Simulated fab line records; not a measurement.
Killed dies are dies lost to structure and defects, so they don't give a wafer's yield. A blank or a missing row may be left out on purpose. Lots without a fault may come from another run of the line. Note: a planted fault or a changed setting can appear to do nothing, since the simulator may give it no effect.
fab line records | flow sfq-line
[record] lots = 5 wafers = 15 last-day = 86
route steps=325 shown I3@144 M4@148
lots that met no fault: from a run of the same line without faults
start-h: hours from the record's opening day to when the first of the lot's shown wafers began | wait-h: how many hours have passed since the lot's step before this one | " identical to the entry in the row above | L1.1+2: a row that stands for several wafers | - no value present, or no start provided | * or withheld: withheld | < > ~ a bound
route shown NAME@n: a module of which the file shows steps, and the number in the route of the first | usual: mean and standard deviation over wafers with no fault | same: alike in all rows | chamber/n: place in a boat | sites: readings site by site | _std_site: the values' standard deviation | _edge_site: mean of outer sites minus mean of inner sites | radius-mm: for every site, how far away it sits from the centre of the wafer | mask NAME#n: copy n | behind: tool/chamber where the wafer was last shaped | hold: what put the lot on hold/how long, in hours/how the hold closed | device: which transistor (n, p or np) failed to switch | end of line: tests of these same wafers at the route's end | a step without rows: its recipe alone | killed: at the first sort, the dies lost to defects and structure; wafer yield is something else | map: dies across one wafer; x = killed, . = not, _ = none there
set.NAME: the setting the step ran with; set.NAME@STEP: the setting that earlier step ran with | model.NAME: the simulator's own value behind a step, which no gauge read
lots at selected steps of the route; one table per step, one row per wafer
services: the hour from which a tool's chamber was out of use, counted from the record's first day as start-h (under 0 if before that day), plus the number of hours and why
[[steps]]
[step SFQ_TRILAYER_I3_VIA_BARC_OPEN_VIA_ETCH_121]
[recipe] mask-material = PR chemistry = O2 target-depth-nm = 125 target = BARC source-w = 500 bias-w = 80 pressure-mtorr = 30 time-s = 41.7
[usual] drypump-motor-current-A = 5.9/0.53 oes-product-au = 0.685/0.0052
// columns lot.wafer tool chamber start-h wait-h drypump-motor-current-A oes-product-au rf-hours-counter-h
L078.1 rie-diel-02 0 734.66 0.0 6.1 0.680 15
L078.2 " 1 " " 6.3 0.677 3
L078.5 " 3 " " 5.6 0.681 -
L079.2 rie-diel-02 0 901.48 0.0 6.1 0.683 17
L079.5 " 3 " " 5.6 0.683 -
L079.6 " 1 " " 6.3 0.677 -
L081.1 rie-diel-02 0 924.26 0.0 6.1 0.684 17
L081.2 " 1 " " 6.3 0.684 5
L081.3 " 3 " " 5.6 0.685 3
L082.1 rie-diel-04 3 937.59 0.0 6.7 0.692 5
L082.5 " 0 " " 6.3 0.684 -
L082.6 " 3 " " 6.7 0.688 -
L088.2 rie-diel-02 0 986.72 0.0 6.1 0.687 18
L088.3 " 1 " " 6.3 0.684 6
L088.4 " 3 " " 5.6 0.683 -
[step SFQ_TRILAYER_I3_VIA_ETCH_VIA_ETCH_088]
[recipe] target = SiO2 stop-on = Nb mask-material = PR taper-deg = 20 chemistry = CHF3 target-depth-nm = 260 source-w = 500 bias-w = 80 pressure-mtorr = 30 time-s = withheld
[usual] drypump-motor-current-A = 5.9/0.53 oes-product-au = 0.854/0.0053
// columns lot.wafer tool chamber start-h wait-h drypump-motor-current-A oes-product-au
L078.1 rie-diel-02 0 734.70 0.0 6.1 0.855
L078.2 " 1 " " 6.3 0.853
L078.5 " 3 " " 5.6 0.854
L079.2 rie-diel-02 0 901.52 0.0 6.1 0.854
L079.5 " 3 " " 5.6 0.862
L079.6 " 1 " " 6.3 0.859
L081.1 rie-diel-02 0 924.30 0.0 6.1 0.861
L081.2 " 1 " " 6.3 0.849
L081.3 " 3 " " 5.6 0.855
L082.1 rie-diel-04 3 937.63 0.0 6.7 0.858
L082.5 " 0 " " 6.3 0.855
L082.6 " 3 " " 6.7 0.854
L088.2 rie-diel-02 0 986.76 0.0 6.1 0.854
L088.3 " 1 " " 6.3 0.854
L088.4 " 3 " " 5.6 0.851
[step SFQ_TRILAYER_I3_VIA_STRIP_STRIP_089]
[recipe] gas = O2 power-w = 200 platen-temp-c = 40 overash-fraction = 0.65 chemistry = O2 pressure-mtorr = 50
[usual] drypump-motor-current-A = 5.50/0.26 oes-product-au = 1.001/0.011
// columns lot.wafer tool chamber start-h wait-h drypump-motor-current-A oes-product-au rf-hours-counter-h
L078.1 rie-metal-02 1 734.81 - 5.82 0.987 151
L078.2 " 0 " " 5.21 0.998 161
L078.5 " 1 " " 5.82 0.976 -
L079.2 rie-metal-03 1 901.63 - 5.83 1.013 143
L079.5 " 1 " " 5.80 0.998 -
L079.6 " 0 " " 5.14 0.998 -
L081.1 rie-metal-03 0 924.41 - 5.14 1.006 59
L081.2 " 1 " " 5.83 1.012 146
L081.3 " 0 " " 5.16 1.003 -
L082.1 rie-metal-01 1 937.74 - 5.58 0.991 12
L082.5 " 0 " " 5.42 0.981 -
L082.6 " 1 " " 5.60 0.991 -
L088.2 rie-metal-02 1 986.87 - 5.82 1.001 13
L088.3 " 1 " " 5.83 1.006 -
L088.4 " 0 " " 5.22 0.992 -
[step SFQ_TRILAYER_I3_VIA_STRIP_SOLV_CLEAN_090]
[recipe] chemistry = NMP temp-c = 70 time-s = 600
// columns lot.wafer tool chamber start-h wait-h
L078.1+2+5 wet-bench-03 4,6,5 735.41 0.4
L079.2+5+6 wet-bench-01 0,4,7 902.23 0.4
L081.1+2+3 wet-bench-01 6,5,0 925.01 0.4
L082.1+5+6 wet-bench-04 1,0,3 938.34 0.4
L088.2+3+4 wet-bench-04 4,2,0 987.47 0.4
[step SFQ_TRILAYER_M4_DEP_PRE_CLEAN_092]
[recipe] gas = Ar time-s = 22.5 bias-v = 250
// columns lot.wafer tool chamber start-h wait-h
L078.1+2+5 pvd-sputter-06 - 735.58 0.0
L079.2+5+6 pvd-sputter-05 - 902.40 0.0
L081.1+2+3 pvd-sputter-05 - 925.19 0.0
L082.1+5+6 pvd-sputter-06 - 938.51 0.0
L088.2+3+4 pvd-sputter-04 - 987.65 0.0
[step SFQ_TRILAYER_M4_DEP_SPUTTER_091]
[recipe] material = Nb base-pressure-pa = 1.33e-06 chamber-pressure-pa = 0.1333 substrate-temp-c = 20 resputter-cathode-voltage-v = 400 target-thk-nm = 200 power-w = 2000 time-s = 133.3
[usual] throttle-valve-pct = 29.0/0.9
// columns lot.wafer tool chamber start-h wait-h throttle-valve-pct
L078.1 pvd-sputter-06 - 735.61 0.0 28.5
L078.2 " - " " 29.4
L078.5 " - " " 28.4
L079.2 pvd-sputter-05 - 902.43 0.0 30.3
L079.5 " - " " 30.6
L079.6 " - " " 28.0
L081.1 pvd-sputter-05 - 925.22 0.0 28.3
L081.2 " - " " 30.5
L081.3 " - " " 28.7
L082.1 pvd-sputter-06 - 938.54 0.0 28.4
L082.5 " - " " 29.3
L082.6 " - " " 30.2
L088.2 pvd-sputter-04 - 987.68 0.0 28.6
L088.3 " - " " 27.6
L088.4 " - " " 30.2
[step SFQ_M4_RS_MEAS_924]
[recipe] thk-meas-gauge = four-point-probe reads = Nb_of_TRILAYER_M4_DEP_SPUTTER_091
[usual] M4_NB_RS = 0.888/0.0087
// columns lot.wafer tool chamber start-h wait-h M4_NB_RS[ohm/sq]
L078.1 film-metro-04 - 735.70 0.0 0.877
L078.2 " - " " 0.883
L078.5 " - " " 0.874
L079.2 film-metro-04 - 902.54 0.1 0.894
L079.5 " - " " 0.898
L079.6 " - " " 0.888
L081.1 film-metro-04 - 925.31 0.0 0.890
L081.2 " - " " 0.888
L081.3 " - " " 0.884
L082.1 film-metro-01 - 938.63 0.0 0.892
L082.5 " - " " 0.907
L082.6 " - " " 0.885
L088.2 film-metro-04 - 987.79 0.1 0.885
L088.3 " - " " 0.886
L088.4 " - " " 0.886
[step SFQ_TRILAYER_M4_LITHO_COAT_098]
[recipe] resist = BARC spin-rpm = 3000 resist-thk-nm = 62
[usual] chill-plate-temp-C = 22.99/0.1 resist-line-temp-C = 23.01/0.12
// columns lot.wafer tool chamber start-h wait-h chill-plate-temp-C resist-line-temp-C
L078.1 litho-track-04 0 735.88 0.1 23.09 23.11
L078.2 " 0 " " 22.99 23.15
L078.5 " 0 " " 23.18 23.09
L079.2 litho-track-02 0 902.75 0.1 22.98 23.02
L079.5 " 0 " " 22.93 22.95
L079.6 " 0 " " 23.05 22.99
L081.1 litho-track-02 0 925.49 0.1 22.94 23.20
L081.2 " 0 " " 22.91 23.18
L081.3 " 0 " " 22.89 23.23
L082.1 litho-track-04 0 938.81 0.1 23.06 23.13
L082.5 " 0 " " 23.28 23.04
L082.6 " 0 " " 23.07 22.97
L088.2 litho-track-01 0 988.00 0.1 22.96 22.93
L088.3 " 0 " " 22.92 22.96
L088.4 " 0 " " 23.02 22.88
[step SFQ_TRILAYER_M4_LITHO_COAT_093]
[recipe] resist = KrF spin-rpm = 3000 resist-thk-nm = 600
[usual] chill-plate-temp-C = 23.02/0.11 resist-line-temp-C = 22.99/0.11
// columns lot.wafer tool chamber start-h wait-h chill-plate-temp-C resist-line-temp-C
L078.1 litho-track-04 0 736.18 0.2 23.20 22.97
L078.2 " 0 " " 23.07 22.99
L078.5 " 0 " " 23.13 23.00
L079.2 litho-track-02 0 903.05 0.2 23.20 22.86
L079.5 " 0 " " 23.09 22.75
L079.6 " 0 " " 23.07 23.00
L081.1 litho-track-02 0 925.79 0.2 22.94 22.97
L081.2 " 0 " " 22.90 23.00
L081.3 " 0 " " 22.94 22.86
L082.1 litho-track-04 0 939.11 0.2 23.17 23.13
L082.5 " 0 " " 23.02 23.03
L082.6 " 0 " " 22.88 22.87
L088.2 litho-track-01 0 988.30 0.2 22.98 22.87
L088.3 " 0 " " 23.04 23.00
L088.4 " 0 " " 23.19 23.00
[step SFQ_TRILAYER_M4_LITHO_SOFTBAKE_097]
[recipe] temp-c = withheld time-s = withheld resist = KrF
[usual] chill-plate-temp-C = * resist-line-temp-C = *
// columns lot.wafer tool chamber start-h wait-h chill-plate-temp-C resist-line-temp-C
L078.1 litho-track-04 0 736.48 0.2 * *
L078.2 " 0 " " * *
L078.5 " 0 " " * *
L079.2 litho-track-02 0 903.33 0.2 * *
L079.5 " 0 " " * *
L079.6 " 0 " " * *
L081.1 litho-track-02 0 926.09 0.2 * *
L081.2 " 0 " " * *
L081.3 " 0 " " * *
L082.1 litho-track-04 0 939.41 0.2 * *
L082.5 " 0 " " * *
L082.6 " 0 " " * *
L088.2 litho-track-01 0 988.57 0.2 * *
L088.3 " 0 " " * *
L088.4 " 0 " " * *
[step SFQ_TRILAYER_M4_LITHO_EXPOSE_094]
[recipe] mask-id = M4 na = 0.6 source-shape = conventional sigma-outer = 0.65 target-cd-nm = 500 dose-mj = 14.4
[usual] reticle-temp-C = 23.01/0.11
// columns lot.wafer tool chamber start-h wait-h mask reticle-temp-C
L078.1 krf-scanner-02 0 862.73 - M4#0 23.14
L078.2 " 0 " " M4#0 23.24
L078.5 " 0 " " M4#0 23.14
L079.2 krf-scanner-02 0 1049.61 - M4#0 22.89
L079.5 " 0 " " M4#0 22.82
L079.6 " 0 " " M4#0 22.86
L081.1 krf-scanner-01 0 1071.98 - M4#0 23.05
L081.2 " 0 " " M4#0 23.07
L081.3 " 0 " " M4#0 23.02
L082.1 krf-scanner-01 0 1085.18 - M4#0 22.99
L082.5 " 0 " " M4#0 22.92
L082.6 " 0 " " M4#0 22.97
L088.2 krf-scanner-01 0 1136.98 - M4#0 23.00
L088.3 " 0 " " M4#0 22.99
L088.4 " 0 " " M4#0 22.96
[step SFQ_TRILAYER_M4_LITHO_PEB_096]
[recipe] peb-temp-c = 115 peb-time-s = 60 resist = KrF
[usual] chill-plate-temp-C = 23.00/0.099 resist-line-temp-C = 23.00/0.12
// columns lot.wafer tool chamber start-h wait-h chill-plate-temp-C resist-line-temp-C
L078.1 litho-track-04 0 863.93 1.0 22.91 23.15
L078.2 " 0 " " 22.79 23.12
L078.5 " 0 " " 23.02 23.00
L079.2 litho-track-02 0 1050.63 0.8 23.03 22.95
L079.5 " 0 " " 23.11 22.86
L079.6 " 0 " " 22.93 22.89
L081.1 litho-track-04 0 1073.18 1.0 22.98 22.95
L081.2 " 0 " " 22.99 23.05
L081.3 " 0 " " 22.95 23.18
L082.1 litho-track-04 0 1086.38 1.0 22.98 22.99
L082.5 " 0 " " 23.12 23.09
L082.6 " 0 " " 22.87 23.22
L088.2 litho-track-02 0 1138.01 0.8 23.20 23.00
L088.3 " 0 " " 23.04 23.15
L088.4 " 0 " " 23.15 22.99
[step SFQ_TRILAYER_M4_LITHO_DEVELOP_095]
[recipe] time-s = 60 resist = KrF
[usual] chill-plate-temp-C = 22.99/0.11 resist-line-temp-C = 23.02/0.11
// columns lot.wafer tool chamber start-h wait-h chill-plate-temp-C resist-line-temp-C
L078.1 litho-track-04 0 864.08 0.1 23.10 22.87
L078.2 " 0 " " 22.96 22.94
L078.5 " 0 " " 23.05 22.96
L079.2 litho-track-02 0 1050.78 0.1 23.05 23.10
L079.5 " 0 " " 22.83 23.13
L079.6 " 0 " " 23.00 23.02
L081.1 litho-track-04 0 1073.33 0.1 23.04 23.07
L081.2 " 0 " " 23.07 23.07
L081.3 " 0 " " 23.06 23.04
L082.1 litho-track-04 0 1086.53 0.1 22.99 23.15
L082.5 " 0 " " 22.98 23.18
L082.6 " 0 " " 22.96 23.13
L088.2 litho-track-02 0 1138.16 0.1 23.06 23.06
L088.3 " 0 " " 22.95 23.13
L088.4 " 0 " " 23.04 23.09
[step SFQ_M4_OVL_MEAS_926]
[usual] M4_OVL = 0/6
// columns lot.wafer tool chamber start-h wait-h M4_OVL[nm]
L078.1 overlay-02 - 864.23 0.1 -9
L078.2 " - " " 3
L078.5 " - " " -6
L079.2 overlay-01 - 1050.92 0.1 5
L079.5 " - " " 12
L079.6 " - " " -1
L081.1 overlay-01 - 1073.48 0.1 -9
L081.2 " - " " -2
L081.3 " - " " -9
L082.1 overlay-01 - 1086.68 0.1 -1
L082.5 " - " " -5
L082.6 " - " " -5
L088.2 overlay-01 - 1138.29 0.1 2
L088.3 " - " " 2
L088.4 " - " " 0
[step SFQ_TRILAYER_M4_BARC_OPEN_METAL_ETCH_123]
[recipe] mask-material = PR chemistry = O2 target-depth-nm = 125 target = BARC icp-w = 600 bias-w = 80 pressure-mtorr = 10 time-s = 41.7
[usual] drypump-motor-current-A = 5.51/0.18 oes-product-au = 0.685/0.0049
// columns lot.wafer tool chamber start-h wait-h drypump-motor-current-A oes-product-au rf-hours-counter-h
L078.1 rie-metal-04 1 864.26 0.0 5.56 0.684 18
L078.2 " 0 " " 5.57 0.694 94
L078.5 " 0 " " 5.59 0.697 -
L079.2 rie-metal-01 0 1050.95 0.0 5.43 0.681 67
L079.5 " 1 " " 5.58 0.690 -
L079.6 " 0 " " 5.41 0.686 -
L081.1 rie-metal-02 0 1073.52 0.0 5.21 0.689 37
L081.2 " 1 " " 5.82 0.681 22
L081.3 " 0 " " 5.21 0.690 -
L082.1 rie-metal-04 0 1086.72 0.0 5.58 0.685 120
L082.5 " 1 " " 5.56 0.686 -
L082.6 " 0 " " 5.60 0.691 -
L088.2 rie-metal-01 0 1138.32 0.0 5.43 0.689 79
L088.3 " 0 " " 5.45 0.687 -
L088.4 " 1 " " 5.57 0.686 -
[[services]]
// columns tool chamber start-h hours kind
pvd-sputter-06 - 710.72 1.0 repair
rie-diel-02 2 727.16 7.7 repair
pvd-sputter-05 - 732.66 3.2 repair
pvd-sputter-05 - 747.39 8.8 repair
rie-diel-02 0 749.15 3.1 repair
krf-scanner-01 - 757.02 1.6 repair
rie-metal-01 0 760.54 50.6 repair
krf-scanner-01 - 783.18 0.7 repair
krf-scanner-01 - 816.98 1.0 pm
krf-scanner-01 - 819.18 1.3 pm
rie-metal-02 0 821.26 1.5 repair
pvd-sputter-06 - 834.13 1.4 repair
pvd-sputter-05 - 840.86 3.8 repair
krf-scanner-01 - 872.20 0.8 pm
pvd-sputter-05 - 893.76 1.4 repair
krf-scanner-01 - 897.16 3.6 pm
rie-diel-02 2 900.22 10.0 repair
rie-diel-02 2 980.26 7.7 repair
rie-diel-02 2 991.30 2.3 repair
pvd-sputter-05 - 1049.85 1.1 repair
pvd-sputter-06 - 1068.67 35.4 repair
rie-diel-02 0 1107.75 3.4 repair
rie-diel-02 2 1113.61 5.4 repair
pvd-sputter-05 - 1119.64 56.5 repair
[[key]]
fault none
